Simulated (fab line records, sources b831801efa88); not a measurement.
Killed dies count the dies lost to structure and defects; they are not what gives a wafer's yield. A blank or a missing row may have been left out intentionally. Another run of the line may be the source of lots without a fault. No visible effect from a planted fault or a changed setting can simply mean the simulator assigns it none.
Which of the tools did it?	flow sky130	6 lots, 18 wafers sampled, at 1 step of a route of 708

== WHAT THE GAUGES READ, wafer by wafer ==
SKY_NWELL_RS_MEAS_29: the measuring method here is four-point-probe.
lot	measured	on	NWELL_RS (ohm/sq)
L706	day 5 15:37	film-metro-01	618.9 617.6 617.5
L708	day 6 03:28	film-metro-03	621.1 618.7 619.7
L714	day 7 12:42	film-metro-01	617.9 617.4 616.7
L716	day 8 02:32	film-metro-03	619.5 618.8 618.4
L725	day 10 07:57	film-metro-04	615.8 617.7 617.4
L728	day 11 09:26	film-metro-01	618.7 619.9 618.0

== WHAT TOOL EACH LOT RAN ON (gives the tool, then ch and the chambers of the sampled wafers, and finally the start) ==
There is no process step in the record ahead of these readings.

== THE ANSWER, worked out from the rows above alone ==
Rule: the lots themselves supply what counts as usual. Put in order of their means at a reading, lots are off if they are a third of the lots or fewer, leave a main group of 4 or more, and stand apart from it by a gap of 3 or more times the standard deviation of the main group's means; of several such gaps the widest counts. If all means in a main group match to the digits the tables above print for the reading, that group is not used. Also off: a lot with no number at a reading for which 4 or more lots have one. Where the step has rows for the other lots, those lots are counted as sound.
Nothing can be told from this: no lot is off at any reading shown.

== WHAT THE SIMULATOR HAD INSERTED ==
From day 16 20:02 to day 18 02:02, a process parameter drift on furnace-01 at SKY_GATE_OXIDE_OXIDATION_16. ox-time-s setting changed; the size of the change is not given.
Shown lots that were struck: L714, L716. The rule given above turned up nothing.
